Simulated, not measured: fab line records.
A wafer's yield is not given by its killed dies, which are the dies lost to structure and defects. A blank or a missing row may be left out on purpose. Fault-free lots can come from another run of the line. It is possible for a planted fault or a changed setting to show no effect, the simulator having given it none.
Which tool did it? :: flow sky130 :: 12 lots with 36 wafers sampled at 6 steps, on a route of 708 steps

## WHAT THE GAUGES READ, wafer by wafer
SKY_PWDE_TW_MEAS_10.
lot: L530
measured: day 3 16:49
on: film metro-04
PWDE_TW: 374.0 374.5 375.2

lot: L532
measured: day 4 07:34
on: film metro-01
PWDE_TW: 381.1 382.5 379.5

lot: L533
measured: day 4 14:32
on: film metro-04
PWDE_TW: 374.2 377.8 375.9

lot: L534
measured: day 4 18:10
on: film metro-04
PWDE_TW: 374.3 374.3 375.0

lot: L537
measured: day 5 08:29
on: film metro-01
PWDE_TW: 421.7 419.6 419.6

lot: L538
measured: day 5 16:34
on: film metro-04
PWDE_TW: 421.6 420.7 420.2

lot: L541
measured: day 6 14:43
on: film metro-04
PWDE_TW: 414.8 417.7 416.3

lot: L544
measured: day 7 06:04
on: film metro-04
PWDE_TW: 375.8 373.9 374.5

lot: L545
measured: day 7 10:16
on: film metro-04
PWDE_TW: 374.0 376.2 374.2

lot: L547
measured: day 7 18:56
on: film metro-02
PWDE_TW: 379.3 378.3 380.9

lot: L552
measured: day 9 03:50
on: film metro-04
PWDE_TW: 376.0 378.4 375.0

lot: L553
measured: day 9 08:49
on: film metro-04
PWDE_TW: 378.0 376.3 375.8

SKY_NWELL_RS_MEAS_31: measures by four-point-probe.
lot: L530
measured: day 5 03:46
on: film metro-04
PWDE_RS (ohm/sq): 5258 5265 5250

lot: L532
measured: day 5 19:49
on: film metro-01
PWDE_RS (ohm/sq): 5277 5296 5274

lot: L533
measured: day 6 03:08
on: film metro-04
PWDE_RS (ohm/sq): 5251 5241 5242

lot: L534
measured: day 6 07:40
on: film metro-01
PWDE_RS (ohm/sq): 5305 5296 5283

lot: L537
measured: day 6 22:51
on: film metro-01
PWDE_RS (ohm/sq): 4029 4019 4034

lot: L538
measured: day 7 07:58
on: film metro-02
PWDE_RS (ohm/sq): 3996 3998 3984

lot: L541
measured: day 8 07:10
on: film metro-02
PWDE_RS (ohm/sq): 3987 3995 4009

lot: L544
measured: day 8 23:56
on: film metro-01
PWDE_RS (ohm/sq): 5300 5275 5302

lot: L545
measured: day 9 03:55
on: film metro-02
PWDE_RS (ohm/sq): 5301 5292 5302

lot: L547
measured: day 9 13:44
on: film metro-01
PWDE_RS (ohm/sq): 5303 5282 5293

lot: L552
measured: day 11 01:44
on: film metro-02
PWDE_RS (ohm/sq): 5267 5265 5269

lot: L553
measured: day 11 06:53
on: film metro-01
PWDE_RS (ohm/sq): 5251 5267 5283

SKY_LOCAL_INTERCONNECT_CD_MEAS_11: target cd 170 nm.
lot: L530
measured: day 30 02:34
on: cd sem-02
cd nm (nm): 168.8 168.4 169.1

lot: L532
measured: day 31 03:49
on: cd sem-01
cd nm (nm): 173.3 171.4 174.0

lot: L533
measured: day 31 08:39
on: cd sem-02
cd nm (nm): 169.6 170.0 170.4

lot: L534
measured: day 31 23:13
on: cd sem-01
cd nm (nm): 168.8 170.3 168.9

lot: L537
measured: day 32 15:55
on: cd sem-02
cd nm (nm): 172.9 174.3 174.4

lot: L538
measured: day 33 06:05
on: cd sem-02
cd nm (nm): 170.0 170.7 171.2

lot: L541
measured: day 34 07:40
on: cd sem-02
cd nm (nm): 171.1 173.2 172.6

lot: L544
measured: day 35 00:25
on: cd sem-01
cd nm (nm): 168.6 171.1 169.1

lot: L545
measured: day 35 08:16
on: cd sem-02
cd nm (nm): 174.0 174.4 174.0

lot: L547
measured: day 35 18:27
on: cd sem-01
cd nm (nm): 169.6 171.2 169.8

lot: L552
measured: day 37 08:02
on: cd sem-01
cd nm (nm): 170.5 170.8 166.9

lot: L553
measured: day 37 13:59
on: cd sem-01
cd nm (nm): 166.9 167.7 167.7

## WHICH TOOL RAN EACH LOT (tool, then ch and the chambers of the sampled wafers, then the start)
lot: L530
SKY_PWDE_IMPLANT_08: implanter-03 ch 0, day 3 16:34
SKY_POLY_CUT_ETCH_11: rie diel-01 ch 0,1,3, day 23 23:32
SKY_LI_CONTACT_SPUTTER_20: pvd sputter-04, day 28 21:20

lot: L532
SKY_PWDE_IMPLANT_08: implanter-03 ch 0, day 4 07:19
SKY_POLY_CUT_ETCH_11: rie diel-04 ch 1,2,3, day 25 02:08
SKY_LI_CONTACT_SPUTTER_20: pvd sputter-01, day 29 23:22

lot: L533
SKY_PWDE_IMPLANT_08: implanter-03 ch 0, day 4 14:17
SKY_POLY_CUT_ETCH_11: rie diel-03 ch 1,3, day 25 08:35
SKY_LI_CONTACT_SPUTTER_20: pvd sputter-03, day 30 04:05

lot: L534
SKY_PWDE_IMPLANT_08: implanter-01 ch 0, day 4 17:55
SKY_POLY_CUT_ETCH_11: rie diel-04 ch 1,2,3, day 25 22:04
SKY_LI_CONTACT_SPUTTER_20: pvd sputter-03, day 30 18:07

lot: L537
SKY_PWDE_IMPLANT_08: implanter-03 ch 0, day 5 08:16
SKY_POLY_CUT_ETCH_11: rie diel-03 ch 2,3, day 26 16:08
SKY_LI_CONTACT_SPUTTER_20: pvd sputter-03, day 31 12:03

lot: L538
SKY_PWDE_IMPLANT_08: implanter-03 ch 0, day 5 16:19
SKY_POLY_CUT_ETCH_11: rie diel-04 ch 0,1,3, day 27 06:34
SKY_LI_CONTACT_SPUTTER_20: pvd sputter-04, day 32 01:57

lot: L541
SKY_PWDE_IMPLANT_08: implanter-03 ch 0, day 6 14:28
SKY_POLY_CUT_ETCH_11: rie diel-04 ch 0,1,2, day 28 10:13
SKY_LI_CONTACT_SPUTTER_20: pvd sputter-01, day 33 04:07

lot: L544
SKY_PWDE_IMPLANT_08: implanter-02 ch 0, day 7 05:49
SKY_POLY_CUT_ETCH_11: rie diel-04 ch 0,1,3, day 29 03:47
SKY_LI_CONTACT_SPUTTER_20: pvd sputter-03, day 33 20:20

lot: L545
SKY_PWDE_IMPLANT_08: implanter-02 ch 0, day 7 10:01
SKY_POLY_CUT_ETCH_11: rie diel-04 ch 2,3, day 29 13:43
SKY_LI_CONTACT_SPUTTER_20: pvd sputter-03, day 34 05:46

lot: L547
SKY_PWDE_IMPLANT_08: implanter-02 ch 0, day 7 18:41
SKY_POLY_CUT_ETCH_11: rie diel-03 ch 1,2,3, day 29 23:44
SKY_LI_CONTACT_SPUTTER_20: pvd sputter-03, day 34 15:34

lot: L552
SKY_PWDE_IMPLANT_08: implanter-01 ch 0, day 9 03:35
SKY_POLY_CUT_ETCH_11: rie diel-03 ch 0,1,2, day 31 17:07
SKY_LI_CONTACT_SPUTTER_20: pvd sputter-03, day 36 05:34

lot: L553
SKY_PWDE_IMPLANT_08: implanter-01 ch 0, day 9 08:35
SKY_POLY_CUT_ETCH_11: rie diel-04 ch 0,1, day 31 23:46
SKY_LI_CONTACT_SPUTTER_20: pvd sputter-03, day 36 11:17
- SKY_PWDE_IMPLANT_08
- SKY_POLY_CUT_ETCH_11: etches Si3N4 in CF4/CH2F2/Ar, stops on poly-Si, time 42.5 s, target depth 60 nm.
- SKY_LI_CONTACT_SPUTTER_20: material TiN, target thk 20 nm, time 80 s.

## AS READ BY THE TOOLS THEMSELVES (means over the sampled wafers that have a number; for cases with no such wafer, the mark the record gives instead)
SKY_PWDE_IMPLANT_08.
lot: L530
tool: implanter-03
beam on s (s): 9.94
faraday current uA: 20.4

lot: L532
tool: implanter-03
beam on s (s): 9.94
faraday current uA: 20.5

lot: L533
tool: implanter-03
beam on s (s): 9.96
faraday current uA: 20.4

lot: L534
tool: implanter-01
beam on s (s): 9.89
faraday current uA: 20.5

lot: L537
tool: implanter-03
beam on s (s): 14.09
faraday current uA: 14.4

lot: L538
tool: implanter-03
beam on s (s): 14.27
faraday current uA: 14.2

lot: L541
tool: implanter-03
beam on s (s): 14.18
faraday current uA: 14.3

lot: L544
tool: implanter-02
beam on s (s): 10.04
faraday current uA: 20.2

lot: L545
tool: implanter-02
beam on s (s): 9.89
faraday current uA: 20.5

lot: L547
tool: implanter-02
beam on s (s): 9.91
faraday current uA: 20.5

lot: L552
tool: implanter-01
beam on s (s): 9.85
faraday current uA: 20.6

lot: L553
tool: implanter-01
beam on s (s): 10.06
faraday current uA: 20.2

SKY_POLY_CUT_ETCH_11.
lot: L530
tool: rie diel-01
cf4 flow sccm (sccm): 39.91
drypump motor current A (A): 5.4
oes product au (a.u.): 0.831
throttle valve pct (%): 14.993

lot: L532
tool: rie diel-04
cf4 flow sccm (sccm): 40.05
drypump motor current A (A): 5.4
oes product au (a.u.): 0.832
throttle valve pct (%): 14.992

lot: L533
tool: rie diel-03
cf4 flow sccm (sccm): 40.00
drypump motor current A (A): 5.5
oes product au (a.u.): 0.827
throttle valve pct (%): 14.994

lot: L534
tool: rie diel-04
cf4 flow sccm (sccm): 40.02
drypump motor current A (A): 5.4
oes product au (a.u.): 0.831
throttle valve pct (%): 14.993

lot: L537
tool: rie diel-03
cf4 flow sccm (sccm): 40.07
drypump motor current A (A): 6.0
oes product au (a.u.): 0.837
throttle valve pct (%): 14.996

lot: L538
tool: rie diel-04
cf4 flow sccm (sccm): 39.99
drypump motor current A (A): 5.4
oes product au (a.u.): 0.837
throttle valve pct (%): 15.001

lot: L541
tool: rie diel-04
cf4 flow sccm (sccm): 39.95
drypump motor current A (A): 5.4
oes product au (a.u.): 0.830
throttle valve pct (%): 14.997

lot: L544
tool: rie diel-04
cf4 flow sccm (sccm): 40.00
drypump motor current A (A): 5.4
oes product au (a.u.): 0.820
throttle valve pct (%): 14.992

lot: L545
tool: rie diel-04
cf4 flow sccm (sccm): 40.08
drypump motor current A (A): 5.2
oes product au (a.u.): 0.828
throttle valve pct (%): 14.988

lot: L547
tool: rie diel-03
cf4 flow sccm (sccm): 40.02
drypump motor current A (A): 5.8
oes product au (a.u.): 0.831
throttle valve pct (%): 14.995

lot: L552
tool: rie diel-03
cf4 flow sccm (sccm): 39.93
drypump motor current A (A): 5.9
oes product au (a.u.): 0.833
throttle valve pct (%): 14.990

lot: L553
tool: rie diel-04
cf4 flow sccm (sccm): 40.09
drypump motor current A (A): 5.5
oes product au (a.u.): 0.833
throttle valve pct (%): 14.991

SKY_LI_CONTACT_SPUTTER_20.
lot: L530
tool: pvd sputter-04
throttle valve pct (%): 30.1

lot: L532
tool: pvd sputter-01
throttle valve pct (%): 30.5

lot: L533
tool: pvd sputter-03
throttle valve pct (%): 29.5

lot: L534
tool: pvd sputter-03
throttle valve pct (%): 29.7

lot: L537
tool: pvd sputter-03
throttle valve pct (%): 30.3

lot: L538
tool: pvd sputter-04
throttle valve pct (%): 29.9

lot: L541
tool: pvd sputter-01
throttle valve pct (%): 30.6

lot: L544
tool: pvd sputter-03
throttle valve pct (%): 30.1

lot: L545
tool: pvd sputter-03
throttle valve pct (%): 29.0

lot: L547
tool: pvd sputter-03
throttle valve pct (%): 29.1

lot: L552
tool: pvd sputter-03
throttle valve pct (%): 29.6

lot: L553
tool: pvd sputter-03
throttle valve pct (%): 29.4

## THE ANSWER, worked out from the rows above alone
Rule: the lots themselves supply what counts as usual. Put in order of their means at a reading, lots are off if they are a third of the lots or fewer, leave a main group of 4 or more, and stand apart from it by a gap of 3 or more times the standard deviation of the main group's means; of several such gaps the widest counts. The tables above print the reading to a certain number of digits; a main group whose means all agree to those digits is not used. A lot without any number at a reading at which 4 lots or more have one is off too. All remaining lots with rows at the step are treated as sound. After the gauges, taken in route order, come the tools' own readings; for these a lot's mean is taken, as printed above. At the first step where some lot is off, the reading lying furthest off is the one used; lots without a number count as furthest.
Off: L537, L538, L541, seen at SKY_PWDE_TW_MEAS_10 (PWDE_TW). Main group: mean 376.5, sd 2.2.
If a tool, at a process step before that reading, ran all the lots that are off and no sound lot after the first of them, it fits. The gauges at SKY_PWDE_TW_MEAS_10 aren't tried: what is off there is off at SKY_PWDE_IMPLANT_08 too, on other tools, and a gauge's error can't cause that. One fits: implanter-03 at SKY_PWDE_IMPLANT_08. A fault onset in the window from L533 (day 4 14:17, its last sound lot) to L537 (day 5 08:16, its first lot off) fits.
The tool's own readings at SKY_PWDE_IMPLANT_08 bear it out: on the lots that are off they differ by more than 5 times the standard deviation of the sound lots' means. beam on s reads 14.18 s there against 9.94 s on the sound lots; faraday current uA reads 14.3 there against 20.4 on the sound lots.

## WHAT WAS PUT IN BY THE SIMULATOR
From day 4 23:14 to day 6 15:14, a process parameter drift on implanter-03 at SKY_PWDE_IMPLANT_08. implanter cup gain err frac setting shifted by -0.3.
Shown lots that were struck: L537, L538, L541. The same result came from the rule above.
